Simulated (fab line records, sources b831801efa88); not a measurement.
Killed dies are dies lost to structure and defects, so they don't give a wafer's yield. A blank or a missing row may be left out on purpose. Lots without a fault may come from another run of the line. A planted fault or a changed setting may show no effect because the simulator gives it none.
One fault seen from 2 desks | flow gf180mcu | each desk has only its own numbers; what lay behind them comes last

THE TOOL OWNER'S DESK: pvd_sputter-04
The tool's own readings at GF_TOP_METAL_SPUTTER_02 (material AlCu, target thk 900 nm, time 47.82 s): means of the sampled wafers that have a number, for each lot that ran on this tool. A lot is out of limits, marked OUT, if its mean lies more than 4 standard deviations from the usual mean; the brackets give that distance.
Columns: A = throttle_valve_pct at GF_TOP_METAL_SPUTTER_02, usual 29.7 %
lot  | first seen here | A
L684 | day 28 00:35    | 29.4
L685 | day 28 12:13    | 29.1
L690 | day 30 03:27    | 29.8
L693 | day 30 20:29    | 29.1
L696 | day 31 15:43    | 29.4
This desk's finding: nothing out of limits on any of the 5 lots.

THE METROLOGY DESK
What the gauges read, lot by lot, whatever tool the lot ran on: means of the sampled wafers that have a number. A lot is out of limits, marked OUT, if its mean lies more than 4 standard deviations from the usual mean; the brackets give that distance.
Columns: A = M5_OVL at GF_M5_OVL_MEAS_08, usual -2 nm; B = TOP_METAL_ALCU_RS at GF_TOP_METAL_RS_MEAS_05, usual 0.0327 ohm/sq; C = TOP_METAL_ALCU_THK at GF_TOP_METAL_THK_MEAS_06, usual 905 nm
lot  | first seen here | A  | B                | C
L681 | day 26 00:26    | 1  | 0.0324           | 906
L684 | day 27 01:34    | -4 | 0.0325           | 927
L685 | day 27 13:52    | 2  | 0.0329           | 889
L686 | day 28 01:41    | -3 | 0.0322           | 935
L690 | day 29 04:59    | -9 | 0.0324           | 910
L693 | day 29 23:37    | -2 | 0.0422 (+28) OUT | 755 (-11) OUT
L694 | day 30 07:50    | -3 | 0.0327           | 923
L696 | day 30 18:44    | 5  | 0.0419 (+27) OUT | 754 (-11) OUT
L699 | day 31 14:58    | -5 | 0.0325           | 904
L703 | day 32 12:14    | -1 | 0.0324           | 910
This desk's finding: out of limits on L693, L696; first on L693, day 30 20:34 (TOP_METAL_ALCU_RS at GF_TOP_METAL_RS_MEAS_05). In limits: L681, L684, L685, L686, L690, L694, L699, L703.

PUT TOGETHER
The metrology desk could have raised an alarm at day 30 20:34, on L693, L696.
The tool owner's desk saw nothing out of limits.
The tool owner's desk has L693, L696 on record, within its limits.
Of the lots named, all ran GF_TOP_METAL_SPUTTER_02 on pvd_sputter-04.

WHAT THE SIMULATOR HAD PUT IN
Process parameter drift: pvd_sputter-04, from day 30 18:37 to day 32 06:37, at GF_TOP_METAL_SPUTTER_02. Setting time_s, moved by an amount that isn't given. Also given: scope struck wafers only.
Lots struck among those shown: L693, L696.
Hours from the fault's start to each desk's first reading out of limits: the metrology desk, 2.
